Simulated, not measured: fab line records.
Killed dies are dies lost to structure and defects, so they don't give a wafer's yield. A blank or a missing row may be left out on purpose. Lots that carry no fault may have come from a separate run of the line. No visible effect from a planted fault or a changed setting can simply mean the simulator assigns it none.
8D (eight disciplines) problem report, filled in by code || flow sky130 || the parts of the form that need people (team, actions taken, sign-off) are left out

1. THE ISSUE
Wafers without a fault read 23.01 C, standard deviation 0.11; developerTempC at SKY_PWDE_DEVELOP_06 reads a mean of 23.83 C on 6 wafers belonging to 2 lots. That puts it +7.5 standard deviations away from the usual mean.
The step: develop time 60 s.
Seen first at day 5 08:00 on lithoTrack-04, wafer L352.2. The record has a number at this step for 42 wafers belonging to 14 lots. By rule, "out" or "out of limits" means more than 4 standard deviations away from the usual mean. The rest of the wafers with a number are treated as sound.

2. WHAT IT IS, WHAT IT ISN'T
{"question": "which readings at this step", "is": "developerTempC", "is not": "exhaustPa"}
{"question": "which lots", "is": "L352, L354", "is not": "L346, L348, L349, L351, L361, L363, L364, L365, L366, L367, L368, L369"}
{"question": "which wafers of those lots", "is": "all that have a number", "is not": "-"}
{"question": "read on which tools", "is": "lithoTrack-04", "is not": "lithoTrack-01, lithoTrack-02"}
{"question": "when", "is": "from day 5 08:00", "is not": "up to then (12 sound wafers); but 24 sound wafers of L361, L363, L364, L365, L366, L367, L368, L369 came after"}

3. WHAT RULES OUT EACH SUSPECT
Counting: a tool at any process step up to the reading remains a suspect when it ran all the lots that are out and ran no sound lot after the first of those.
- lithoTrack-04 at SKY_PWDE_DEVELOP_06 (develop time 60 s): ruled out as a lasting fault. The sound lots L369 went through it after L352, its earliest lot that is out (day 5 08:00).
Left after counting: nothing in the record.

4. THE CAUSE (what the simulator had put in)
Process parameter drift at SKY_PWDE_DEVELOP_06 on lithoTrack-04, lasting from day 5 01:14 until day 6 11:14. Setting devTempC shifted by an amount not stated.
Counting ruled it out, wrongly.

5. THE EFFECT CHAIN, in route order
Each row: a reading whose mean over the struck wafers that have a number lies more than 3 standard deviations from the usual. Scope: only readings with a usual standard deviation given in the record; hours: median across lots of the time from each lot's start at the first step in this table that gives one to its start at this step; sigmas: change in usual standard deviations.
{"hours": 0, "step": "SKY_PWDE_DEVELOP_06", "reading": "developerTempC", "usual": "23.01 C", "on struck wafers": 23.83, "change": "+0.82", "sigmas": "+7.5"}
The process steps in it:
- SKY_PWDE_DEVELOP_06: develop time 60 s.
At these later measuring or inspecting steps, every struck wafer for which the step has a row has a number for every such reading, and none has moved that far: SKY_NWELL_OVL_MEAS_23, SKY_VT_ADJUST_HVTP_OVL_MEAS_08.

6. HOW IT WOULD HAVE BEEN CAUGHT EARLIER
First out-of-limits reading in this record: day 5 08:00, which is 7 hours after fault onset at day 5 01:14.
